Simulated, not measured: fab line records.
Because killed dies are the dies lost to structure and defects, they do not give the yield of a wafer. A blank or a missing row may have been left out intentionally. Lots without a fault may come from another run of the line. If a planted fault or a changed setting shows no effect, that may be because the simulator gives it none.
Which of the tools did it? | flow gf180mcu | 24 lots, 72 wafers sampled, at 6 steps of a route of 602

## WHAT THE GAUGES SHOWED, per wafer
GF_MIM_THK_MEAS_06.
lot  | measured     | on            | MIM_CVD_05_THK (nm)
L074 | day 24 17:58 | film-metro-03 | 42.3 42.2 42.1
L075 | day 24 17:58 | film-metro-01 | 41.8 41.6 42.0
L076 | day 25 03:08 | film-metro-03 | 41.2 42.2 43.0
L077 | day 25 11:48 | film-metro-04 | 41.6 41.5 42.7
L078 | day 25 20:05 | film-metro-04 | 42.0 42.4 41.6
L080 | day 26 16:01 | film-metro-01 | 41.4 41.7 41.8
L079 | day 26 17:54 | film-metro-03 | 41.1 41.9 42.2
L081 | day 27 00:41 | film-metro-04 | 41.3 41.7 42.3
L082 | day 27 04:51 | film-metro-03 | 41.8 41.3 41.8
L083 | day 27 20:01 | film-metro-01 | 41.5 41.7 42.1
L084 | day 28 02:43 | film-metro-04 | 41.7 42.9 42.5
L085 | day 28 09:49 | film-metro-04 | 42.0 41.5 41.4
L086 | day 28 15:45 | film-metro-04 | 41.8 41.9 42.6
L087 | day 29 01:10 | film-metro-01 | 41.9 42.7 42.0
L088 | day 29 02:45 | film-metro-03 | 41.3 42.5 42.7
L089 | day 29 14:40 | film-metro-03 | 41.7 42.2 42.6
L090 | day 30 00:41 | film-metro-01 | 40.9 41.9 42.0
L091 | day 30 06:28 | film-metro-03 | 43.0 42.5 42.9
L092 | day 30 11:12 | film-metro-01 | 42.0 42.6 42.1
L094 | day 30 15:43 | film-metro-01 | 42.1 42.1 42.2
L093 | day 30 21:00 | film-metro-04 | 42.2 42.4 42.4
L095 | day 31 01:55 | film-metro-03 | 41.6 42.9 42.2
L096 | day 31 10:14 | film-metro-03 | 41.5 43.0 42.4
L097 | day 31 12:33 | film-metro-01 | 42.1 42.4 42.9

GF_MIM_THK_MEAS_11: measures by xrf.
lot  | measured     | on            | MIM_ALCU_THK (nm)
L074 | day 24 18:15 | film-metro-04 | 204.3 202.4 204.0
L075 | day 24 18:15 | film-metro-03 | 203.2 201.5 203.8
L076 | day 25 03:25 | film-metro-03 | 204.1 204.4 202.8
L077 | day 25 12:05 | film-metro-03 | 204.0 203.9 202.2
L078 | day 25 20:22 | film-metro-03 | 200.5 203.2 200.9
L080 | day 26 16:17 | film-metro-03 | 198.9 195.2 195.4
L079 | day 26 18:11 | film-metro-03 | 197.1 198.3 199.4
L081 | day 27 00:58 | film-metro-01 | 201.7 201.2 200.2
L082 | day 27 05:10 | film-metro-04 | 200.0 199.2 198.7
L083 | day 27 20:18 | film-metro-04 | 196.5 196.1 197.4
L084 | day 28 03:00 | film-metro-03 | 203.9 203.5 201.2
L085 | day 28 10:14 | film-metro-04 | 199.4 199.4 198.9
L086 | day 28 16:02 | film-metro-03 | 200.5 199.6 198.9
L087 | day 29 01:27 | film-metro-04 | 200.9 201.1 203.4
L088 | day 29 03:02 | film-metro-03 | 200.9 201.1 199.6
L089 | day 29 14:57 | film-metro-04 | 199.3 200.1 199.5
L090 | day 30 00:58 | film-metro-03 | 205.5 204.9 202.9
L091 | day 30 06:45 | film-metro-01 | 204.1 200.0 201.1
L092 | day 30 11:29 | film-metro-04 | 202.4 203.9 201.8
L094 | day 30 16:00 | film-metro-01 | 198.1 200.0 202.9
L093 | day 30 21:17 | film-metro-01 | 201.6 202.8 202.3
L095 | day 31 02:12 | film-metro-01 | 199.5 198.9 196.7
L096 | day 31 10:31 | film-metro-04 | 197.1 197.2 195.1
L097 | day 31 12:50 | film-metro-04 | 200.0 200.4 200.4

GF_V5_THK_MEAS_01.
lot  | measured     | on            | V5_CVD_00_THK (nm)
L074 | day 26 13:41 | film-metro-02 | 301 303 304
L075 | day 26 14:23 | film-metro-03 | 301 304 301
L076 | day 26 22:23 | film-metro-01 | 304 302 302
L077 | day 27 06:47 | film-metro-03 | 298 302 299
L078 | day 27 14:51 | film-metro-03 | 303 300 302
L080 | day 28 10:28 | film-metro-02 | 302 301 301
L079 | day 28 11:34 | film-metro-03 | 303 304 302
L081 | day 28 17:53 | film-metro-01 | 296 293 296
L082 | day 28 21:20 | film-metro-03 | 297 302 300
L083 | day 29 12:22 | film-metro-01 | 297 302 303
L084 | day 29 17:34 | film-metro-02 | 297 304 303
L085 | day 30 00:29 | film-metro-02 | 302 299 305
L086 | day 30 07:18 | film-metro-01 | 297 297 297
L087 | day 30 15:41 | film-metro-03 | 299 299 298
L088 | day 30 17:26 | film-metro-03 | 306 301 301
L089 | day 31 04:45 | film-metro-03 | 300 301 303
L090 | day 31 14:49 | film-metro-01 | 296 297 294
L091 | day 31 19:50 | film-metro-01 | 302 304 301
L092 | day 32 00:10 | film-metro-03 | 297 299 300
L094 | day 32 03:56 | film-metro-01 | 304 301 305
L093 | day 32 08:44 | film-metro-03 | 298 296 301
L095 | day 32 12:26 | film-metro-03 | 301 301 299
L096 | day 32 21:11 | film-metro-02 | 298 296 294
L097 | day 32 23:32 | film-metro-03 | 298 301 300

## WHAT TOOL EACH LOT RAN ON (gives the tool, then ch and the chambers of the sampled wafers, and finally the start)
lot  | GF_V1_SPUTTER_21             | GF_V4_CVD_02                    | GF_MIM_METAL_ETCH_19
L074 | pvd-sputter-02, day 18 06:26 | pecvd-03 ch 1,2, day 23 15:52   | rie-metal-04 ch 0,1, day 25 15:50
L075 | pvd-sputter-02, day 18 09:53 | pecvd-03 ch 0,1,2, day 23 17:39 | rie-metal-01 ch 0,1, day 25 15:59
L076 | pvd-sputter-04, day 18 21:17 | pecvd-02 ch 0,1, day 24 02:43   | rie-metal-02 ch 0,1, day 26 00:32
L077 | pvd-sputter-03, day 19 06:15 | pecvd-03 ch 0,1,2, day 24 11:37 | rie-metal-04 ch 0,1, day 26 08:55
L078 | pvd-sputter-02, day 19 15:58 | pecvd-04 ch 0,1,2, day 24 19:56 | rie-metal-04 ch 0,1, day 26 17:07
L080 | pvd-sputter-02, day 20 14:25 | pecvd-02 ch 0,1, day 25 16:44   | rie-metal-01 ch 0,1, day 27 12:43
L079 | pvd-sputter-04, day 20 15:24 | pecvd-02 ch 0,1, day 25 18:33   | rie-metal-01 ch 0,1, day 27 14:13
L081 | pvd-sputter-03, day 20 23:37 | pecvd-02 ch 1,2, day 26 01:58   | rie-metal-02 ch 0,1, day 27 20:49
L082 | pvd-sputter-02, day 21 07:02 | pecvd-03 ch 0,2, day 26 05:42   | rie-metal-04 ch 0,1, day 28 00:35
L083 | pvd-sputter-02, day 21 21:28 | pecvd-02 ch 0,1, day 26 21:43   | rie-metal-01 ch 0,1, day 28 15:16
L084 | pvd-sputter-02, day 22 07:18 | pecvd-04 ch 0,2, day 27 04:44   | rie-metal-01 ch 0,1, day 28 21:20
L085 | pvd-sputter-02, day 22 16:41 | pecvd-04 ch 0,2, day 27 11:40   | rie-metal-01 ch 0, day 29 04:58
L086 | pvd-sputter-03, day 22 21:22 | pecvd-02 ch 0,1,2, day 27 17:07 | rie-metal-02 ch 0,1, day 29 10:53
L087 | pvd-sputter-02, day 23 11:10 | pecvd-04 ch 1,2, day 28 03:41   | rie-metal-04 ch 0,1, day 29 20:13
L088 | pvd-sputter-03, day 23 12:14 | pecvd-03 ch 0,2, day 28 05:13   | rie-metal-01 ch 0,1, day 29 21:58
L089 | pvd-sputter-04, day 24 01:02 | pecvd-04 ch 0,2, day 28 17:11   | rie-metal-04 ch 0,1, day 30 09:05
L090 | pvd-sputter-02, day 24 13:20 | pecvd-04 ch 1,2, day 29 03:27   | rie-metal-02 ch 0,1, day 30 19:26
L091 | pvd-sputter-03, day 24 18:04 | pecvd-02 ch 0,1,2, day 29 09:14 | rie-metal-04 ch 0,1, day 31 00:26
L092 | pvd-sputter-04, day 24 23:26 | pecvd-04 ch 0,1,2, day 29 14:31 | rie-metal-02 ch 0,1, day 31 05:15
L094 | pvd-sputter-04, day 25 07:01 | pecvd-04 ch 0,1,2, day 29 19:02 | rie-metal-01 ch 0,1, day 31 09:19
L093 | pvd-sputter-04, day 25 12:28 | pecvd-04 ch 0,2, day 29 23:58   | rie-metal-04 ch 0, day 31 14:44
L095 | pvd-sputter-03, day 25 18:09 | pecvd-03 ch 1,2, day 30 05:31   | rie-metal-01 ch 0, day 31 19:08
L096 | pvd-sputter-04, day 26 03:59 | pecvd-02 ch 0,1,2, day 30 13:34 | rie-metal-02 ch 1, day 32 03:20
L097 | pvd-sputter-02, day 26 08:11 | pecvd-03 ch 0,1,2, day 30 16:06 | rie-metal-04 ch 0,1, day 32 05:53
- GF_V1_SPUTTER_21: material Ti, target thk 15 nm, time 80.02 s.
- GF_V4_CVD_02: deposits SiO2 from TEOS, target thk 850 nm, time 94.851 s.
- GF_MIM_METAL_ETCH_19: etches the open film in Cl2/BCl3, stops on Si3N4, target depth 324.5 nm, time 54.1 s.

## AS READ BY THE TOOLS THEMSELVES (means over the sampled wafers that have a number; for cases with no such wafer, the mark the record gives instead)
GF_V1_SPUTTER_21.
lot  | tool           | throttle-valve-pct (%)
L074 | pvd-sputter-02 | 29.9
L075 | pvd-sputter-02 | 29.7
L076 | pvd-sputter-04 | 30.7
L077 | pvd-sputter-03 | 30.1
L078 | pvd-sputter-02 | 30.7
L080 | pvd-sputter-02 | 30.1
L079 | pvd-sputter-04 | 31.2
L081 | pvd-sputter-03 | 29.4
L082 | pvd-sputter-02 | 30.2
L083 | pvd-sputter-02 | 30.0
L084 | pvd-sputter-02 | 30.4
L085 | pvd-sputter-02 | 30.4
L086 | pvd-sputter-03 | 30.2
L087 | pvd-sputter-02 | 30.1
L088 | pvd-sputter-03 | 30.2
L089 | pvd-sputter-04 | 31.0
L090 | pvd-sputter-02 | 29.9
L091 | pvd-sputter-03 | 30.4
L092 | pvd-sputter-04 | 30.9
L094 | pvd-sputter-04 | 30.9
L093 | pvd-sputter-04 | 30.9
L095 | pvd-sputter-03 | 30.4
L096 | pvd-sputter-04 | 30.9
L097 | pvd-sputter-02 | 29.6

GF_V4_CVD_02.
lot  | tool     | heater-power-outer-w (W) | heater-power-w (W) | rf-fwd-power-W (W)
L074 | pecvd-03 | 307                      | 587                | 598.9
L075 | pecvd-03 | 316                      | 561                | 596.9
L076 | pecvd-02 | 311                      | 550                | 597.4
L077 | pecvd-03 | 357                      | 610                | 599.2
L078 | pecvd-04 | 372                      | 666                | 596.6
L080 | pecvd-02 | 381                      | 626                | 596.8
L079 | pecvd-02 | 368                      | 616                | 594.4
L081 | pecvd-02 | 381                      | 622                | 598.5
L082 | pecvd-03 | 346                      | 599                | 598.4
L083 | pecvd-02 | 349                      | 594                | 596.6
L084 | pecvd-04 | 338                      | 621                | 595.6
L085 | pecvd-04 | 363                      | 651                | 594.7
L086 | pecvd-02 | 363                      | 626                | 596.7
L087 | pecvd-04 | 341                      | 618                | 594.7
L088 | pecvd-03 | 326                      | 598                | 599.0
L089 | pecvd-04 | 336                      | 606                | 598.5
L090 | pecvd-04 | 357                      | 638                | 594.0
L091 | pecvd-02 | 297                      | 532                | 594.9
L092 | pecvd-04 | 385                      | 685                | 595.0
L094 | pecvd-04 | 382                      | 675                | 594.1
L093 | pecvd-04 | 325                      | 599                | 597.3
L095 | pecvd-03 | 343                      | 611                | 595.6
L096 | pecvd-02 | 396                      | 664                | 596.1
L097 | pecvd-03 | 347                      | 596                | 597.4

GF_MIM_METAL_ETCH_19.
lot  | tool         | chamber-pressure-mTorr (mTorr) | drypump-motor-current-A (A) | oes-product-au (a.u.) | rf-fwd-power-W (W) | throttle-valve-pct (%)
L074 | rie-metal-04 | 8.002                          | 5.7                         | 0.946                 | 790                | 28.283
L075 | rie-metal-01 | 7.994                          | 6.0                         | 0.943                 | 795                | 28.283
L076 | rie-metal-02 | 7.995                          | 5.6                         | 0.947                 | 797                | 28.285
L077 | rie-metal-04 | 8.002                          | 5.7                         | 0.948                 | 786                | 28.281
L078 | rie-metal-04 | 8.000                          | 5.4                         | 0.940                 | 791                | 28.281
L080 | rie-metal-01 | 7.997                          | 6.0                         | 0.930                 | 797                | 28.299
L079 | rie-metal-01 | 8.004                          | 6.1                         | 0.938                 | 794                | 28.287
L081 | rie-metal-02 | 7.997                          | 5.6                         | 0.942                 | 793                | 28.284
L082 | rie-metal-04 | 8.007                          | 5.4                         | 0.942                 | 790                | 28.287
L083 | rie-metal-01 | 8.000                          | 6.0                         | 0.933                 | 793                | 28.287
L084 | rie-metal-01 | 7.997                          | 6.0                         | 0.947                 | 795                | 28.274
L085 | rie-metal-01 | 7.996                          | 6.1                         | 0.944                 | 790                | 28.282
L086 | rie-metal-02 | 8.006                          | 6.0                         | 0.942                 | 793                | 28.294
L087 | rie-metal-04 | 7.999                          | 5.4                         | 0.938                 | 790                | 28.279
L088 | rie-metal-01 | 7.993                          | 6.1                         | 0.945                 | 794                | 28.276
L089 | rie-metal-04 | 8.009                          | 5.7                         | 0.941                 | 788                | 28.280
L090 | rie-metal-02 | 8.003                          | 5.6                         | 0.946                 | 798                | 28.278
L091 | rie-metal-04 | 8.003                          | 5.4                         | 0.944                 | 793                | 28.281
L092 | rie-metal-02 | 8.001                          | 5.9                         | 0.942                 | 795                | 28.280
L094 | rie-metal-01 | 7.999                          | 6.0                         | 0.934                 | 794                | 28.287
L093 | rie-metal-04 | 8.004                          | 5.1                         | 0.939                 | 792                | 28.279
L095 | rie-metal-01 | 7.992                          | 6.1                         | 0.937                 | 791                | 28.289
L096 | rie-metal-02 | 8.002                          | 6.3                         | 0.931                 | 790                | 28.289
L097 | rie-metal-04 | 7.999                          | 5.6                         | 0.942                 | 786                | 28.282

## THE ANSWER, worked out from the rows above alone
Rule: what is usual is taken from the lots themselves. The widest of any qualifying gaps counts: lots, ordered by their means at a reading, are off when they make up no more than a third of the lots, leave a main group of 4 or more, and stand apart from it by 3 or more times the standard deviation of that group's means. A main group is skipped when, at the precision printed for the reading in the tables above, its means are all equal. A lot without any number at a reading at which 4 lots or more have one is off too. Any other lot the step has rows for is counted as sound. After the gauges, taken in route order, come the tools' own readings; for these a lot's mean is taken, as printed above. At the first step where some lot is off, the reading lying furthest off is the one used; lots without a number count as furthest.
Across all readings shown, no lot is off: no conclusion can be drawn from this.

## WHAT THE SIMULATOR HAD PUT IN
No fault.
